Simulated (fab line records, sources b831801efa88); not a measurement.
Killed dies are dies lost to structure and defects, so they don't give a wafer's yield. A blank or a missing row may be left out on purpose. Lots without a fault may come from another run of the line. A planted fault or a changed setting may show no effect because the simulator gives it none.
Chamber matching | flow sky130 | SKY_LI_CONTACT_CMP_24 on cmp-01: 4 sister chambers
The step polishes, stops on PSG, t overpolish 20 s, target thk 0 nm. 4 wafers are shown with their chamber, then 7 later ones without.

WAFERS WITH THEIR CHAMBER
wafer  | chamber | motor_current_A (A)
L817.2 | 1       | 11.0
L817.5 | 2       | 10.4
L818.1 | 0       | 10.4
L818.2 | 3       | 13.5

WAFERS WITHOUT THEIR CHAMBER
wafer  | motor_current_A (A)
L818.5 | 12.7
L827.2 | 10.3
L827.3 | 11.2
L827.5 | 13.0
L828.1 | 11.7
L828.2 | 10.0
L828.6 | 10.1

WHICH CHAMBER EACH WENT THROUGH
wafer  | from the rows above          | in truth
L818.5 | can't be placed: 3 or 1      | 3
L827.2 | can't be placed: 0 or 2 or 1 | 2
L827.3 | can't be placed: 1 or 0 or 2 | 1
L827.5 | 3                            | 3
L828.1 | can't be placed: 1 or 0 or 2 | 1
L828.2 | can't be placed: 0 or 2 or 1 | 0
L828.6 | can't be placed: 0 or 2 or 1 | 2
Placed correctly: 1 of 7. Can't be placed from these rows: 6 (the true chamber is among the candidates in 6). Placed wrongly: 0.
How it was worked out, from the rows above alone: a wafer's distance from a chamber is the root of the sum, over the readings, of the square of ((its reading less the chamber's mean) divided by the reading's scatter). The wafer belongs to the nearest chamber; if the next one is less than 2 further off, it can't be placed. A chamber's mean is the mean of its shown wafers. The scatter: with one shown wafer a chamber, the root of the mean of the squares of how far each hidden wafer lies from its nearest shown one.
